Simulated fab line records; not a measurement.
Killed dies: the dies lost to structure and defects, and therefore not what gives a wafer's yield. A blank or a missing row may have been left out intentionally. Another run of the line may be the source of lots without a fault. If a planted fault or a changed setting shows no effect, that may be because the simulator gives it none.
What tool caused it? -- flow sky130 -- 11 lots (30 wafers sampled), 1 step of a 708-step route

## WHAT EACH GAUGE READ, for each wafer
SKY_METAL2_RS_MEAS_05: the measuring method here is four-point-probe.
lot,measured,on,METAL2_ALCU_RS (ohm/sq)
L437,day 34 01:11,film-metro-04,0.1245 0.1240 0.1255
L439,day 34 12:04,film-metro-03,0.1278 0.1292 0.1263
L440,day 35 01:34,film-metro-04,0.1284 0.1268 0.1265
L441,day 35 14:02,film-metro-02,0.1237 0.1264 0.1243
L444,day 36 07:51,film-metro-02,0.1259 0.1259 0.1266
L447,day 37 09:13,film-metro-03,0.1264 0.1269 0.1270
L448,day 37 22:53,film-metro-04,0.1236 0.1251
L450,day 38 10:59,film-metro-02,0.1264 0.1275
L452,day 38 23:07,film-metro-04,0.1273 0.1287
L457,day 40 09:43,film-metro-04,0.1271 0.1258 0.1258
L460,day 41 05:29,film-metro-04,0.1266 0.1263 0.1270

## TOOL THAT RAN EACH LOT (tool first, then ch and the chambers of the sampled wafers, then the start)
Before these readings, the record contains no process step.

## WHAT THE TOOLS THEMSELVES READ (means of the sampled wafers that have a number; where no wafer has one, the mark that the record gives instead)
The record holds no such reading with a usual standard deviation.

## THE ANSWER, worked out from the rows above alone
Rule: the usual values come from the lots themselves. Put in order of their means at a reading, lots are off if they are a third of the lots or fewer, leave a main group of 4 or more, and stand apart from it by a gap of 3 or more times the standard deviation of the main group's means; of several such gaps the widest counts. A main group whose means are all the same, to the digits that the tables above print for the reading, isn't used. Also off: a lot with no number at a reading for which 4 or more lots have one. The other lots that the step has rows for count as sound. After the gauges, taken in route order, come the tools' own readings; for these a lot's mean is taken, as printed above. At the first step where some lot is off, the reading lying furthest off is the one used; lots without a number count as furthest.
No lot is off on any of the readings shown, so nothing can be concluded from this.

## WHAT THE SIMULATOR HAD PUT IN
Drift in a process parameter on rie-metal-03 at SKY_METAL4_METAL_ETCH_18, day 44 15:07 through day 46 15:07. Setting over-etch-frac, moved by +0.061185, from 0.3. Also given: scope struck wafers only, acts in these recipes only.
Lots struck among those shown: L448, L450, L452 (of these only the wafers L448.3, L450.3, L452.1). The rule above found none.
